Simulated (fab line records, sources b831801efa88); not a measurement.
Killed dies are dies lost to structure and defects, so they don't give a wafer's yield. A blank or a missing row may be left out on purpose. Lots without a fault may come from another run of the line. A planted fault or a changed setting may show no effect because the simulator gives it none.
Chamber matching | flow sky130 | SKY_VIA2_CMP_24 on cmp-01: 4 sister chambers
The step polishes, stops on SiO2, t overpolish 20 s, target thk 0 nm. 4 wafers are shown with their chamber, then 7 later ones without.

WAFERS WITH THEIR CHAMBER
wafer  | chamber | motor_current_A (A)
L823.4 | 3       | 11.7
L830.1 | 1       | 10.9
L841.1 | 0       | 10.8
L841.5 | 2       | 9.5

WAFERS WITHOUT THEIR CHAMBER
wafer  | motor_current_A (A)
L841.6 | 11.0
L842.1 | 11.8
L842.2 | 12.1
L842.6 | 12.4
L844.2 | 10.9
L844.3 | 9.7
L844.4 | 10.7

WHICH CHAMBER EACH WENT THROUGH
wafer  | from the rows above          | in truth
L841.6 | can't be placed: 1 or 0 or 3 | 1
L842.1 | 3                            | 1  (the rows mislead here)
L842.2 | 3                            | 3
L842.6 | 3                            | 3
L844.2 | can't be placed: 1 or 0      | 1
L844.3 | 2                            | 2
L844.4 | can't be placed: 0 or 1      | 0
Placed correctly: 3 of 7. Can't be placed from these rows: 3 (the true chamber is among the candidates in 3). Placed wrongly: 1.
How it was worked out, from the rows above alone: a wafer's distance from a chamber is the root of the sum, over the readings, of the square of ((its reading less the chamber's mean) divided by the reading's scatter). The wafer belongs to the nearest chamber; if the next one is less than 2 further off, it can't be placed. A chamber's mean is the mean of its shown wafers. The scatter: with one shown wafer a chamber, the root of the mean of the squares of how far each hidden wafer lies from its nearest shown one.
